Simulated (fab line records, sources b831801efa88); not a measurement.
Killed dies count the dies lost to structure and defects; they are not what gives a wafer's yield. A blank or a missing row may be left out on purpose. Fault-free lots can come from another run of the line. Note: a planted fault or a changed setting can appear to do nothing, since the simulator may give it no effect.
The tool behind it: which one? || flow sky130 || Sampling: 11 lots, 33 wafers, 2 of 708 route steps

## WHAT THE GAUGES READ, wafer by wafer
SKY_SD_N_RS_MEAS_16: the measuring method here is four-point-probe.
{"lot": "L408", "measured": "day 27 15:23", "on": "film_metro-03", "SD_N_RS (ohm/sq)": "68.63 68.38 68.69"}
{"lot": "L409", "measured": "day 28 11:25", "on": "film_metro-02", "SD_N_RS (ohm/sq)": "68.58 68.72 68.54"}
{"lot": "L410", "measured": "day 28 12:20", "on": "film_metro-02", "SD_N_RS (ohm/sq)": "68.55 68.64 68.68"}
{"lot": "L412", "measured": "day 29 06:57", "on": "film_metro-03", "SD_N_RS (ohm/sq)": "68.47 68.61 68.47"}
{"lot": "L413", "measured": "day 29 23:33", "on": "film_metro-03", "SD_N_RS (ohm/sq)": "68.57 68.47 68.47"}
{"lot": "L414", "measured": "day 30 01:55", "on": "film_metro-03", "SD_N_RS (ohm/sq)": "68.55 68.61 68.62"}
{"lot": "L421", "measured": "day 32 07:25", "on": "film_metro-01", "SD_N_RS (ohm/sq)": "65.60 65.45 65.71 65.63 65.66 65.64"}
{"lot": "L423", "measured": "day 33 01:28", "on": "film_metro-02", "SD_N_RS (ohm/sq)": "65.90 65.97 65.89 65.73 65.87 65.91"}
{"lot": "L428", "measured": "day 34 08:51", "on": "film_metro-02", "SD_N_RS (ohm/sq)": "68.70 68.64 68.75"}
{"lot": "L430", "measured": "day 35 03:26", "on": "film_metro-01", "SD_N_RS (ohm/sq)": "68.67 68.51 68.63"}
{"lot": "L431", "measured": "day 35 12:36", "on": "film_metro-02", "SD_N_RS (ohm/sq)": "68.78 68.70 68.68"}

## WHAT TOOL EACH LOT RAN ON (gives the tool, then ch and the chambers of the sampled wafers, and finally the start)
{"lot": "L408", "SKY_SD_N_RTA_14": "rtp_anneal-02 ch 0, day 27 15:12"}
{"lot": "L409", "SKY_SD_N_RTA_14": "rtp_anneal-01 ch 0, day 28 11:13"}
{"lot": "L410", "SKY_SD_N_RTA_14": "rtp_anneal-02 ch 0, day 28 12:10"}
{"lot": "L412", "SKY_SD_N_RTA_14": "rtp_anneal-02 ch 0, day 29 06:47"}
{"lot": "L413", "SKY_SD_N_RTA_14": "rtp_anneal-01 ch 0, day 29 23:23"}
{"lot": "L414", "SKY_SD_N_RTA_14": "rtp_anneal-02 ch 0, day 30 01:44"}
{"lot": "L421", "SKY_SD_N_RTA_14": "rtp_anneal-01 ch 0, day 32 07:14"}
{"lot": "L423", "SKY_SD_N_RTA_14": "rtp_anneal-01 ch 0, day 33 01:17"}
{"lot": "L428", "SKY_SD_N_RTA_14": "rtp_anneal-02 ch 0, day 34 08:41"}
{"lot": "L430", "SKY_SD_N_RTA_14": "rtp_anneal-02 ch 0, day 35 03:14"}
{"lot": "L431", "SKY_SD_N_RTA_14": "rtp_anneal-01 ch 0, day 35 12:26"}
- SKY_SD_N_RTA_14: time 2 s.

## THE ANSWER, worked out from the rows above alone
Rule: what is usual is taken from the lots themselves. The widest of any qualifying gaps counts: lots, ordered by their means at a reading, are off when they make up no more than a third of the lots, leave a main group of 4 or more, and stand apart from it by 3 or more times the standard deviation of that group's means. A main group is skipped when, at the precision printed for the reading in the tables above, its means are all equal. Also off: a lot with no number at a reading for which 4 or more lots have one. Where the step has rows for the other lots, those lots are counted as sound.
Off: at SKY_SD_N_RS_MEAS_16 (SD_N_RS), L421, L423. The main group: mean 68.60 ohm/sq, standard deviation 0.068.
If a tool, at a process step before that reading, ran all the lots that are off and no sound lot after the first of them, it fits. The gauges at SKY_SD_N_RS_MEAS_16 are tried like those tools. Of those tried, none fits.

## WHAT THE SIMULATOR HAD PUT IN
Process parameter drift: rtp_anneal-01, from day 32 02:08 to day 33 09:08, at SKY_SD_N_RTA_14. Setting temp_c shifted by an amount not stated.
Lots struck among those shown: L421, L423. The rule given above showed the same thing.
